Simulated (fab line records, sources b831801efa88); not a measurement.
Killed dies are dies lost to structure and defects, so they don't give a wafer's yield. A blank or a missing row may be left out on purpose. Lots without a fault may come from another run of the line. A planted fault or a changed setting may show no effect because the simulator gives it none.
A struck lot beside a sound one | flow sky130 | 14 steps out of a route of 708
Sound: wafers L167.1, L167.2, L167.5. Struck: wafers L162.2, L162.3, L162.4. The cause comes at the end.
At each step with rows: each side's tool, then ch and its chambers, then its first start. Under that, the readings that differ: sound wafers | struck wafers | difference of the means | sigmas: that difference in standard deviations of wafers without a fault.
alike: readings whose means differ by less than 2 such deviations, and words and numbers that are the same on both sides. not compared: withheld readings, readings that some wafer has no value for, bounds like >300 that may hide the same value, and numbers for which the record gives no deviation and whose values overlap.
The two part at a step that has a row with sigmas, a row that says differs or no value, or rows on one side only. Numbers that don't overlap but have no deviation are shown without sigmas and don't part them. A reading that every wafer of one side lacks parts them only if that side has two wafers or more.

first, 2 steps without rows for these wafers: SKY_LDD_HVN_PEB_05; SKY_LDD_HVN_DEVELOP_06 (develop time 60 s).
SKY_LDD_HVN_OVL_MEAS_07:
  sound on overlay-02, day 25 22:11; struck on overlay-02, day 24 01:35
  alike: LDD_HVN_OVL
then, 1 step without rows for these wafers: SKY_LDD_HVN_IMPLANT_08.
SKY_LDD_HVN_STRIP_09: strips in O2/N2.
  sound on plasma_asher-03 ch 0,1, day 25 22:23; struck on plasma_asher-04 ch 0,1, day 24 01:46
  alike: drypump_motor_current_A, oes_product_au, strip_time_to_endpoint_s
  not compared: rf_hours_counter_h
SKY_LDD_HVN_TW_MEAS_10:
  sound on film_metro-01, day 25 22:29; struck on film_metro-01, day 24 01:53
  alike: LDD_HVN_TW
then, 6 steps without rows for these wafers: SKY_LDD_HVP_DEHYDRATE_00 (time 60 s); SKY_LDD_HVP_HMDS_01 (prime time 60 s); SKY_LDD_HVP_COAT_02 (resist thk 300 nm); SKY_LDD_HVP_SOFTBAKE_03 (time 60 s); SKY_LDD_HVP_EXPOSE_04 (exposes mask HVPTM, target cd 700 nm); SKY_LDD_HVP_PEB_05.
SKY_LDD_HVP_DEVELOP_06: develop time 60 s.
  sound on litho_track-01 ch 0, day 27 02:53; struck on litho_track-04, day 25 06:31
  no value came back on the struck wafers for chill_plate_temp_C (C), develop_time_s (s); on the sound wafers chill_plate_temp_C (C) reads 22.99 23.10 22.90
SKY_LDD_HVP_OVL_MEAS_07:
  sound on overlay-02, day 27 03:02; struck on overlay-02, day 25 06:39
  reading          | sound        | struck | difference                    | sigmas
  LDD_HVP_OVL (nm) | 0.5 0.0 -0.6 | - - -  | no value on the struck wafers |

WHERE THEY PART
First at SKY_LDD_HVP_DEVELOP_06; last, within this record, at SKY_LDD_HVP_OVL_MEAS_07.

WHY: what the simulator had put in
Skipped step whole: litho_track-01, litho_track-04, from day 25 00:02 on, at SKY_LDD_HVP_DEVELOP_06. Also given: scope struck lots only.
